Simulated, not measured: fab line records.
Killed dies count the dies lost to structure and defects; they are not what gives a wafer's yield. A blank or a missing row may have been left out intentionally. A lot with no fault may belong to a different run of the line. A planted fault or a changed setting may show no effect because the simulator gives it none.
fab line records	flow sky130
[record] lots = 24	wafers = 72	lastDay = 50
route steps=708 shown CONTACT@409 VIA1@461 METAL2@501 VIA2@510 METAL3@533
lots untouched by any fault: they come from a run of this same line in which no faults occurred
startH: hours from the record's first day to the start of the lot's first wafer shown	waitH: hours since the lot's step before	" as in the row above	L1.1+2: a single row standing in for several wafers	- no value, or no start given	* or withheld: withheld	< > ~ a bound
route shown NAME@n: NAME is a module with steps in the file, n the number in the route of the first one	usual: the fault-free wafers' mean and standard deviation	same: alike in all rows	chamber/n: place in a boat	sites: per-site readings	_std_site: standard deviation across them	_edge_site: the outer-site mean with the inner-site mean subtracted	radiusMm: for every site, how far away it sits from the centre of the wafer	mask NAME#n: copy n	behind: the most recent tool/chamber to have shaped the wafer	hold: what put the lot on hold/how long, in hours/how the hold closed	device: transistor that didn't switch, given as n, p or np	end of line: tests of these same wafers at the route's end	where a step has no rows: the recipe by itself	killed: dies lost to structure and defects at the first sort, not the wafer's yield	map: shows each die of a wafer: x if killed, . if not, _ if none is there
set.NAME: the setting that was run; set.NAME@STEP: the one run at that earlier step	model.NAME: the simulator's own value behind a step, which no gauge read
a sample of lots followed through the steps of the route, with each step as a table and each wafer as a row
services: when a tool's chamber went out of use (startH, in hours from the record's first day, below 0 if earlier), for how many hours, and the reason
[[steps]]
[step SKY_CONTACT_THK_MEAS_03]
[recipe] reads = SiO2_of_CONTACT_HDPCVD_02
[usual] CONTACT_HDPCVD_THK = 563/6.4
lot.wafer	tool	chamber	startH	waitH	CONTACT_HDPCVD_THK[nm]
L074.1	filmMetro-04	-	712.76	0.0	565
L074.3	"	-	"	"	570
L074.6	"	-	"	"	562
L075.1	filmMetro-04	-	725.96	0.0	550
L075.4	"	-	"	"	554
L075.5	"	-	"	"	563
L076.1	filmMetro-04	-	735.24	0.0	562
L076.4	"	-	"	"	562
L076.6	"	-	"	"	559
L077.4	filmMetro-01	-	743.61	0.0	567
L077.5	"	-	"	"	571
L077.6	"	-	"	"	575
L078.1	filmMetro-03	-	744.18	0.0	564
L078.3	"	-	"	"	569
L078.6	"	-	"	"	568
L079.1	filmMetro-03	-	762.19	0.0	559
L079.3	"	-	"	"	562
L079.5	"	-	"	"	561
L080.1	filmMetro-04	-	764.15	0.0	568
L080.2	"	-	"	"	570
L080.6	"	-	"	"	568
L081.3	filmMetro-01	-	769.02	0.1	565
L081.4	"	-	"	"	559
L081.5	"	-	"	"	558
L082.1	filmMetro-01	-	776.95	0.0	557
L082.3	"	-	"	"	555
L082.6	"	-	"	"	555
L083.2	filmMetro-04	-	786.72	0.0	554
L083.3	"	-	"	"	551
L083.4	"	-	"	"	559
L084.1	filmMetro-01	-	790.17	0.0	561
L084.5	"	-	"	"	563
L084.6	"	-	"	"	558
L085.1	filmMetro-04	-	799.52	0.0	559
L085.2	"	-	"	"	558
L085.3	"	-	"	"	554
L087.1	filmMetro-04	-	812.11	0.0	561
L087.3	"	-	"	"	559
L087.4	"	-	"	"	565
L086.2	filmMetro-04	-	814.44	0.0	569
L086.3	"	-	"	"	559
L086.4	"	-	"	"	560
L088.4	filmMetro-04	-	816.08	0.0	564
L088.5	"	-	"	"	562
L088.6	"	-	"	"	566
L089.1	filmMetro-03	-	831.58	0.0	567
L089.2	"	-	"	"	570
L089.4	"	-	"	"	569
L090.1	filmMetro-03	-	838.81	0.0	570
L090.4	"	-	"	"	562
L090.6	"	-	"	"	571
L091.2	filmMetro-03	-	841.43	0.0	568
L091.5	"	-	"	"	570
L091.6	"	-	"	"	560
L092.2	filmMetro-03	-	847.19	0.0	556
L092.3	"	-	"	"	568
L092.4	"	-	"	"	564
L093.3	filmMetro-04	-	862.96	0.1	566
L093.4	"	-	"	"	577
L093.5	"	-	"	"	566
L094.1	filmMetro-01	-	864.53	0.0	576
L094.4	"	-	"	"	572
L094.5	"	-	"	"	576
L095.2	filmMetro-01	-	866.95	0.0	544
L095.3	"	-	"	"	560
L095.6	"	-	"	"	556
L096.2	filmMetro-03	-	877.30	0.0	563
L096.4	"	-	"	"	565
L096.6	"	-	"	"	568
L097.4	filmMetro-04	-	885.25	0.0	559
L097.5	"	-	"	"	555
L097.6	"	-	"	"	550
[step SKY_CONTACT_THK_MEAS_26]
[recipe] thkMeasGauge = xrf	reads = W_of_CONTACT_CVD_24
[usual] CONTACT_W_THK = 341/4.3
lot.wafer	tool	chamber	startH	waitH	CONTACT_W_THK[nm]
L074.1	filmMetro-04	-	742.49	0.1	340
L074.3	"	-	"	"	345
L074.6	"	-	"	"	341
L075.1	filmMetro-04	-	755.08	0.1	339
L075.4	"	-	"	"	336
L075.5	"	-	"	"	342
L076.1	filmMetro-03	-	764.01	0.1	341
L076.4	"	-	"	"	349
L076.6	"	-	"	"	348
L077.4	filmMetro-04	-	772.80	0.1	339
L077.5	"	-	"	"	340
L077.6	"	-	"	"	332
L078.1	filmMetro-04	-	776.96	0.1	345
L078.3	"	-	"	"	345
L078.6	"	-	"	"	343
L079.1	filmMetro-03	-	791.05	0.1	340
L079.3	"	-	"	"	345
L079.5	"	-	"	"	351
L080.1	filmMetro-03	-	792.94	0.1	344
L080.2	"	-	"	"	339
L080.6	"	-	"	"	350
L081.3	filmMetro-03	-	797.28	0.1	345
L081.4	"	-	"	"	341
L081.5	"	-	"	"	349
L082.1	filmMetro-03	-	805.35	0.1	338
L082.3	"	-	"	"	345
L082.6	"	-	"	"	344
L083.2	filmMetro-03	-	815.16	0.1	346
L083.3	"	-	"	"	341
L083.4	"	-	"	"	340
L084.1	filmMetro-03	-	817.98	0.1	349
L084.5	"	-	"	"	346
L084.6	"	-	"	"	351
L085.1	filmMetro-04	-	827.55	0.1	348
L085.2	"	-	"	"	338
L085.3	"	-	"	"	341
L087.1	filmMetro-04	-	840.45	0.1	345
L087.3	"	-	"	"	337
L087.4	"	-	"	"	339
L086.2	filmMetro-04	-	842.40	0.1	344
L086.3	"	-	"	"	341
L086.4	"	-	"	"	337
L088.4	filmMetro-03	-	843.66	0.1	342
L088.5	"	-	"	"	345
L088.6	"	-	"	"	340
L089.1	filmMetro-03	-	859.20	0.1	342
L089.2	"	-	"	"	340
L089.4	"	-	"	"	342
L090.1	filmMetro-01	-	866.52	0.1	336
L090.4	"	-	"	"	337
L090.6	"	-	"	"	334
L091.2	filmMetro-04	-	868.98	0.1	341
L091.5	"	-	"	"	341
L091.6	"	-	"	"	341
L092.2	filmMetro-01	-	874.21	0.1	340
L092.3	"	-	"	"	336
L092.4	"	-	"	"	340
L093.3	filmMetro-04	-	890.29	0.1	338
L093.4	"	-	"	"	345
L093.5	"	-	"	"	346
L094.1	filmMetro-04	-	891.71	0.1	342
L094.4	"	-	"	"	336
L094.5	"	-	"	"	340
L095.2	filmMetro-03	-	894.47	0.1	337
L095.3	"	-	"	"	341
L095.6	"	-	"	"	342
L096.2	filmMetro-01	-	904.68	0.1	348
L096.4	"	-	"	"	342
L096.6	"	-	"	"	338
L097.4	filmMetro-04	-	912.04	0.1	344
L097.5	"	-	"	"	345
L097.6	"	-	"	"	339
[step SKY_VIA1_BOW_MEAS_03]
[recipe] mode = bow
[usual] VIA1_BOW = 80/6.8
lot.wafer	tool	chamber	startH	waitH	VIA1_BOW[um]
L074.1	filmMetro-02	-	771.52	0.1	73
L074.3	"	-	"	"	72
L074.6	"	-	"	"	77
L075.1	filmMetro-01	-	784.07	0.2	71
L075.4	"	-	"	"	78
L075.5	"	-	"	"	80
L076.1	filmMetro-02	-	793.49	0.2	87
L076.4	"	-	"	"	79
L076.6	"	-	"	"	81
L077.4	filmMetro-02	-	801.98	0.3	80
L077.5	"	-	"	"	86
L077.6	"	-	"	"	74
L078.1	filmMetro-04	-	806.01	0.2	79
L078.3	"	-	"	"	85
L078.6	"	-	"	"	76
L079.1	filmMetro-04	-	819.60	0.2	77
L079.3	"	-	"	"	93
L079.5	"	-	"	"	76
L080.1	filmMetro-02	-	821.51	0.1	79
L080.2	"	-	"	"	81
L080.6	"	-	"	"	81
L081.3	filmMetro-02	-	825.47	0.3	85
L081.4	"	-	"	"	74
L081.5	"	-	"	"	79
L082.1	filmMetro-04	-	833.25	0.2	82
L082.3	"	-	"	"	88
L082.6	"	-	"	"	81
L083.2	filmMetro-04	-	843.79	0.1	88
L083.3	"	-	"	"	80
L083.4	"	-	"	"	75
L084.1	filmMetro-01	-	846.54	0.1	84
L084.5	"	-	"	"	90
L084.6	"	-	"	"	92
L085.1	filmMetro-02	-	856.03	0.1	87
L085.2	"	-	"	"	83
L085.3	"	-	"	"	86
L087.1	filmMetro-02	-	868.62	0.1	79
L087.3	"	-	"	"	81
L087.4	"	-	"	"	78
L086.2	filmMetro-01	-	870.39	0.3	83
L086.3	"	-	"	"	92
L086.4	"	-	"	"	81
L088.4	filmMetro-01	-	871.17	0.3	71
L088.5	"	-	"	"	74
L088.6	"	-	"	"	79
L089.1	filmMetro-02	-	886.50	0.1	97
L089.2	"	-	"	"	88
L089.4	"	-	"	"	84
L090.1	filmMetro-01	-	894.67	0.1	73
L090.4	"	-	"	"	83
L090.6	"	-	"	"	81
L091.2	filmMetro-02	-	897.25	0.2	82
L091.5	"	-	"	"	77
L091.6	"	-	"	"	69
L092.2	filmMetro-01	-	902.50	0.2	74
L092.3	"	-	"	"	81
L092.4	"	-	"	"	81
L093.3	filmMetro-02	-	917.83	0.3	76
L093.4	"	-	"	"	82
L093.5	"	-	"	"	72
L094.1	filmMetro-01	-	919.21	0.2	79
L094.4	"	-	"	"	92
L094.5	"	-	"	"	78
L095.2	filmMetro-02	-	921.79	0.2	79
L095.3	"	-	"	"	94
L095.6	"	-	"	"	82
L096.2	filmMetro-04	-	932.18	0.3	84
L096.4	"	-	"	"	77
L096.6	"	-	"	"	82
L097.4	filmMetro-01	-	938.29	0.2	70
L097.5	"	-	"	"	74
L097.6	"	-	"	"	71
[step SKY_METAL2_ETCH_18]
[recipe] chemistry = N2/H2	target = BARC	ionEnergyEv = 200	biasW = 100	pressureMtorr = 30	n2FlowSccm = 100	h2FlowSccm = 200	icpW = 500	stopOn = SiO2	timeS = 45.9	targetDepthA = 600
[usual] drypumpMotorCurrentA = 5.5/0.53	oesProductAu = 0.855/0.0048	throttleValvePct = 13.226/0.0093
lot.wafer	tool	chamber	startH	waitH	drypumpMotorCurrentA	oesProductAu	rfHoursCounterH	throttleValvePct
L074.1	rieMetal-02	1	826.98	0.1	5.9	0.855	12.6	13.220
L074.3	"	1	"	"	5.9	0.847	-	13.229
L074.6	"	1	"	"	5.9	0.854	-	13.234
L075.1	rieMetal-02	1	839.00	0.0	5.9	0.861	13.3	13.229
L075.4	"	1	"	"	5.9	0.860	-	13.225
L075.5	"	0	"	"	5.5	0.863	-	13.223
L076.1	rieMetal-01	0	847.72	0.0	4.7	0.849	9.7	13.226
L076.4	"	0	"	"	4.7	0.851	-	13.234
L076.6	"	1	"	"	5.9	0.858	-	13.227
L077.4	rieMetal-01	1	856.17	0.0	5.9	0.855	-	13.213
L077.5	"	0	"	"	4.7	0.859	-	13.229
L077.6	"	1	"	"	5.9	0.846	-	13.229
L078.1	rieMetal-01	1	860.26	0.0	5.9	0.860	11.7	13.226
L078.3	"	0	"	"	4.7	0.855	-	13.232
L078.6	"	0	"	"	4.7	0.849	-	13.230
L079.1	rieMetal-01	0	873.60	0.0	4.7	0.847	10.6	13.230
L079.3	"	0	"	"	4.7	0.859	-	13.224
L079.5	"	0	"	"	4.7	0.854	-	13.230
L080.1	rieMetal-02	0	876.02	0.0	5.5	0.860	8.3	13.236
L080.2	"	1	"	"	5.9	0.855	14.6	13.224
L080.6	"	0	"	"	5.5	0.856	-	13.217
L081.3	rieMetal-01	0	878.93	0.0	4.7	0.862	-	13.215
L081.4	"	1	"	"	5.9	0.855	-	13.220
L081.5	"	0	"	"	4.8	0.860	-	13.228
L082.1	rieMetal-01	0	886.81	0.0	4.7	0.861	11.2	13.238
L082.3	"	0	"	"	4.7	0.851	-	13.213
L082.6	"	1	"	"	5.9	0.852	-	13.222
L083.2	rieMetal-01	0	897.41	0.0	4.7	0.858	11.8	13.224
L083.3	"	0	"	"	4.7	0.859	-	13.237
L083.4	"	1	"	"	5.9	0.851	-	13.220
L084.1	rieMetal-02	1	899.31	0.0	5.9	0.862	15.6	13.207
L084.5	"	1	"	"	5.9	0.850	-	13.245
L084.6	"	0	"	"	5.5	0.851	-	13.231
L085.1	rieMetal-03	1	908.30	0.0	6.2	0.848	7.9	13.234
L085.2	"	0	"	"	5.1	0.852	10.1	13.228
L085.3	"	0	"	"	5.1	0.856	-	13.211
L087.1	rieMetal-03	1	921.25	0.0	6.1	0.844	8.8	13.222
L087.3	"	0	"	"	5.1	0.850	-	13.236
L087.4	"	1	"	"	6.2	0.858	-	13.228
L086.2	rieMetal-02	1	923.56	0.0	5.9	0.853	16.6	13.222
L086.3	"	1	"	"	5.9	0.857	-	13.236
L086.4	"	0	"	"	5.4	0.847	-	13.221
L088.4	rieMetal-01	1	923.93	0.0	5.9	0.850	-	13.227
L088.5	"	1	"	"	5.9	0.848	-	13.220
L088.6	"	0	"	"	4.7	0.853	-	13.237
L089.1	rieMetal-03	0	938.75	0.0	5.1	0.853	11.4	13.225
L089.2	"	1	"	"	6.2	0.851	9.3	13.231
L089.4	"	0	"	"	5.1	0.861	-	13.240
L090.1	rieMetal-02	1	945.17	0.0	5.9	0.862	17.3	13.227
L090.4	"	0	"	"	5.5	0.852	-	13.229
L090.6	"	1	"	"	5.9	0.859	-	13.219
L091.2	rieMetal-01	1	948.20	0.0	5.9	0.855	15.8	13.208
L091.5	"	0	"	"	4.7	0.852	-	13.224
L091.6	"	1	"	"	5.9	0.861	-	13.228
L092.2	rieMetal-02	0	954.17	0.0	5.5	0.860	11.3	13.223
L092.3	"	1	"	"	5.8	0.855	-	13.215
L092.4	"	0	"	"	5.4	0.850	-	13.206
L093.3	rieMetal-03	0	967.90	0.0	5.1	0.857	-	13.234
L093.4	"	1	"	"	6.2	0.848	-	13.209
L093.5	"	1	"	"	6.2	0.858	-	13.212
L094.1	rieMetal-01	0	970.81	0.0	4.7	0.853	15.5	13.220
L094.4	"	1	"	"	5.9	0.865	-	13.234
L094.5	"	0	"	"	4.7	0.857	-	13.231
L095.2	rieMetal-01	1	973.16	0.0	5.9	0.857	17.3	13.222
L095.3	"	1	"	"	5.9	0.851	-	13.219
L095.6	"	1	"	"	5.9	0.863	-	13.247
L096.2	rieMetal-03	1	981.50	0.0	6.2	0.851	12.5	13.239
L096.4	"	1	"	"	6.2	0.860	-	13.219
L096.6	"	0	"	"	5.1	0.858	-	13.235
L097.4	rieMetal-01	0	990.78	0.0	4.8	0.863	-	13.223
L097.5	"	0	"	"	4.7	0.860	-	13.229
L097.6	"	1	"	"	5.9	0.856	-	13.224
[step SKY_VIA2_BOW_MEAS_03]
[recipe] mode = bow
[usual] VIA2_BOW = 85/6.7
lot.wafer	tool	chamber	startH	waitH	VIA2_BOW[um]
L074.1	filmMetro-03	-	828.55	0.1	83
L074.3	"	-	"	"	80
L074.6	"	-	"	"	84
L075.1	filmMetro-03	-	840.27	0.2	77
L075.4	"	-	"	"	83
L075.5	"	-	"	"	86
L076.1	filmMetro-04	-	848.96	0.1	91
L076.4	"	-	"	"	83
L076.6	"	-	"	"	87
L077.4	filmMetro-03	-	857.44	0.2	84
L077.5	"	-	"	"	89
L077.6	"	-	"	"	77
L078.1	filmMetro-03	-	861.53	0.1	83
L078.3	"	-	"	"	87
L078.6	"	-	"	"	79
L079.1	filmMetro-03	-	874.83	0.2	82
L079.3	"	-	"	"	96
L079.5	"	-	"	"	81
L080.1	filmMetro-04	-	877.29	0.1	86
L080.2	"	-	"	"	87
L080.6	"	-	"	"	88
L081.3	filmMetro-01	-	880.21	0.3	90
L081.4	"	-	"	"	80
L081.5	"	-	"	"	85
L082.1	filmMetro-03	-	888.08	0.2	82
L082.3	"	-	"	"	91
L082.6	"	-	"	"	82
L083.2	filmMetro-01	-	898.69	0.1	89
L083.3	"	-	"	"	83
L083.4	"	-	"	"	76
L084.1	filmMetro-03	-	900.64	0.2	89
L084.5	"	-	"	"	97
L084.6	"	-	"	"	98
L085.1	filmMetro-04	-	909.56	0.1	97
L085.2	"	-	"	"	93
L085.3	"	-	"	"	95
L087.1	filmMetro-04	-	922.48	0.2	86
L087.3	"	-	"	"	90
L087.4	"	-	"	"	86
L086.2	filmMetro-04	-	924.90	0.2	92
L086.3	"	-	"	"	101
L086.4	"	-	"	"	90
L088.4	filmMetro-04	-	925.25	0.3	81
L088.5	"	-	"	"	83
L088.6	"	-	"	"	87
L089.1	filmMetro-01	-	940.02	0.1	101
L089.2	"	-	"	"	92
L089.4	"	-	"	"	88
L090.1	filmMetro-03	-	946.44	0.2	76
L090.4	"	-	"	"	87
L090.6	"	-	"	"	85
L091.2	filmMetro-04	-	949.45	0.2	88
L091.5	"	-	"	"	82
L091.6	"	-	"	"	75
L092.2	filmMetro-04	-	955.43	0.2	81
L092.3	"	-	"	"	87
L092.4	"	-	"	"	87
L093.3	filmMetro-04	-	969.24	0.2	82
L093.4	"	-	"	"	88
L093.5	"	-	"	"	79
L094.1	filmMetro-03	-	972.05	0.1	82
L094.4	"	-	"	"	95
L094.5	"	-	"	"	82
L095.2	filmMetro-03	-	974.41	0.1	83
L095.3	"	-	"	"	98
L095.6	"	-	"	"	85
L096.2	filmMetro-03	-	982.75	0.2	84
L096.4	"	-	"	"	77
L096.6	"	-	"	"	82
L097.4	filmMetro-03	-	992.05	0.2	77
L097.5	"	-	"	"	80
L097.6	"	-	"	"	79
[step SKY_METAL3_SPUTTER_01]
[recipe] material = TiN	targetThkNm = 20	powerW = 6500	timeS = 16.7	chamberPressurePa = 0.4
[usual] throttleValvePct = 30.2/0.89
lot.wafer	tool	chamber	startH	waitH	throttleValvePct
L074.1	pvdSputter-03	-	856.32	0.0	31.0
L074.3	"	-	"	"	29.0
L074.6	"	-	"	"	31.0
L075.1	pvdSputter-03	-	868.34	0.0	29.6
L075.4	"	-	"	"	29.2
L075.5	"	-	"	"	28.9
L076.1	pvdSputter-03	-	876.55	0.0	29.2
L076.4	"	-	"	"	31.2
L076.6	"	-	"	"	29.6
L077.4	pvdSputter-03	-	884.31	0.0	29.8
L077.5	"	-	"	"	29.5
L077.6	"	-	"	"	29.0
L078.1	pvdSputter-01	-	888.55	0.0	30.1
L078.3	"	-	"	"	31.8
L078.6	"	-	"	"	32.7
L079.1	pvdSputter-03	-	902.20	0.0	29.1
L079.3	"	-	"	"	31.2
L079.5	"	-	"	"	31.1
L080.1	pvdSputter-03	-	904.67	0.0	29.0
L080.2	"	-	"	"	31.1
L080.6	"	-	"	"	29.9
L081.3	pvdSputter-04	-	907.53	0.0	30.3
L081.4	"	-	"	"	29.2
L081.5	"	-	"	"	29.5
L082.1	pvdSputter-03	-	914.77	0.0	30.0
L082.3	"	-	"	"	31.0
L082.6	"	-	"	"	31.1
L083.2	pvdSputter-01	-	925.20	0.0	31.2
L083.3	"	-	"	"	29.9
L083.4	"	-	"	"	30.0
L084.1	pvdSputter-04	-	926.66	0.0	29.9
L084.5	"	-	"	"	30.0
L084.6	"	-	"	"	30.4
L085.1	pvdSputter-03	-	935.68	0.0	29.2
L085.2	"	-	"	"	29.8
L085.3	"	-	"	"	31.0
L087.1	pvdSputter-04	-	948.70	0.0	30.2
L087.3	"	-	"	"	30.2
L087.4	"	-	"	"	29.8
L086.2	pvdSputter-01	-	950.78	0.0	32.7
L086.3	"	-	"	"	30.2
L086.4	"	-	"	"	30.4
L088.4	pvdSputter-03	-	951.45	0.0	31.0
L088.5	"	-	"	"	29.4
L088.6	"	-	"	"	31.2
L089.1	pvdSputter-04	-	966.27	0.0	29.9
L089.2	"	-	"	"	30.0
L089.4	"	-	"	"	29.9
L090.1	pvdSputter-03	-	972.72	0.0	29.3
L090.4	"	-	"	"	30.7
L090.6	"	-	"	"	28.9
L091.2	pvdSputter-04	-	976.45	0.0	30.1
L091.5	"	-	"	"	30.0
L091.6	"	-	"	"	29.3
L092.2	pvdSputter-01	-	980.61	0.0	31.4
L092.3	"	-	"	"	30.0
L092.4	"	-	"	"	30.2
L093.3	pvdSputter-04	-	993.95	0.0	29.5
L093.4	"	-	"	"	30.1
L093.5	"	-	"	"	30.1
L094.1	pvdSputter-04	-	997.31	0.0	29.8
L094.4	"	-	"	"	29.3
L094.5	"	-	"	"	30.3
L095.2	pvdSputter-03	-	1000.16	0.0	29.5
L095.3	"	-	"	"	29.8
L095.6	"	-	"	"	31.1
L096.2	pvdSputter-01	-	1008.10	0.0	29.9
L096.4	"	-	"	"	30.0
L096.6	"	-	"	"	30.1
L097.4	pvdSputter-01	-	1016.72	0.0	31.7
L097.5	"	-	"	"	31.5
L097.6	"	-	"	"	30.0
[[services]]
tool	chamber	startH	hours	kind
pvdSputter-01	-	820.13	2.4	repair
rieMetal-02	0	821.77	12.5	repair
pvdSputter-01	2	826.88	-	consumableReplace:kit
pvdSputter-01	2	826.88	18.0	scheduledDown
pvdSputter-01	2	826.88	18.0	ventCycle
pvdSputter-03	2	932.65	-	consumableReplace:kit
pvdSputter-03	2	932.65	18.0	scheduledDown
pvdSputter-03	2	932.65	18.0	ventCycle
rieMetal-03	1	946.09	1.0	repair
pvdSputter-04	-	954.05	1.5	repair
pvdSputter-03	-	963.17	1.2	repair
pvdSputter-04	1	964.25	-	consumableReplace:kit
pvdSputter-04	1	964.25	18.0	scheduledDown
pvdSputter-04	1	964.25	18.0	ventCycle
[[key]]
fault none
